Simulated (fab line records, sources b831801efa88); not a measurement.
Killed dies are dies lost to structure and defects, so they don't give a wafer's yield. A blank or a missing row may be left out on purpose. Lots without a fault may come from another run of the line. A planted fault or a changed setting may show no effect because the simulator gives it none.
One fault seen from 2 desks | flow sky130 | each desk has only its own numbers; what lay behind them comes last

THE TOOL OWNER'S DESK: rtp_anneal-01
The tool's own readings at SKY_SD_N_RTA_14 (time 2 s): means of the sampled wafers that have a number, for each lot that ran on this tool. A lot is out of limits, marked OUT, if its mean lies more than 4 standard deviations from the usual mean; the brackets give that distance.
Columns: A = lamp_power_pct at SKY_SD_N_RTA_14, usual 15.74 %; B = ramp_down_c_per_s at SKY_SD_N_RTA_14, usual 90.001; C = wafer_temp_C_max at SKY_SD_N_RTA_14, usual 1078.0
lot  | first seen here | A     | B                        | C
L502 | day 27 20:55    | 15.73 | 90.004                   | 1076.8
L504 | day 28 18:49    | 15.71 | 90.000                   | 1077.1
L506 | day 29 15:22    | 15.77 | 89.996                   | 1077.6
L508 | day 30 06:49    | 15.69 | 90.010                   | 1077.2
L514 | day 32 06:22    | 15.76 | 36.005 (-99 or more) OUT | 1078.8
L516 | day 32 19:10    | 15.77 | 35.994 (-99 or more) OUT | 1077.3
L524 | day 35 09:28    | 15.77 | 89.991                   | 1077.5
This desk's finding: out of limits on L514, L516; first on L514, day 32 06:22 (ramp_down_c_per_s at SKY_SD_N_RTA_14). In limits: L502, L504, L506, L508, L524.

THE METROLOGY DESK
What the gauges read, lot by lot, whatever tool the lot ran on: means of the sampled wafers that have a number. A lot is out of limits, marked OUT, if its mean lies more than 4 standard deviations from the usual mean; the brackets give that distance.
Columns: A = cd_nm at SKY_SD_N_CD_MEAS_07, usual 380.7 nm; B = SD_N_RS at SKY_SD_N_RS_MEAS_16, usual 68.22 ohm/sq
lot  | first seen here | A     | B
L502 | day 27 20:14    | 379.3 | 68.22
L504 | day 28 18:06    | 382.1 | 68.19
L506 | day 29 14:42    | 379.2 | 68.28
L507 | day 30 00:37    | 379.1 | 68.11
L508 | day 30 06:09    | 380.9 | 68.12
L509 | day 30 14:36    | 380.5 | 68.34
L511 | day 31 03:30    | 381.3 | 68.17
L514 | day 32 05:42    | 377.7 | 68.04
L515 | day 32 10:43    | 377.6 | 68.37
L516 | day 32 18:30    | 380.2 | 68.20
L522 | day 34 14:26    | 381.3 | 68.31
L523 | day 34 20:48    | 378.2 | 68.26
L524 | day 35 08:47    | 381.3 | 68.19
This desk's finding: nothing out of limits on any of the 13 lots.

PUT TOGETHER
The tool owner's desk could have raised an alarm at day 32 06:22, on L514, L516.
The metrology desk saw nothing out of limits.
The metrology desk has L514, L516 on record, within its limits.
Of the lots named, all ran SKY_SD_N_RTA_14 on rtp_anneal-01.

WHAT THE SIMULATOR HAD PUT IN
Process parameter drift: rtp_anneal-01, from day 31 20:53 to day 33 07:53, at SKY_SD_N_RTA_14. Setting ramp_down_c_per_s, moved by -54, from 90. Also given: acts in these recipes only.
Lots struck among those shown: L514, L516.
Hours from the fault's start to each desk's first reading out of limits: the tool owner's desk, 9.
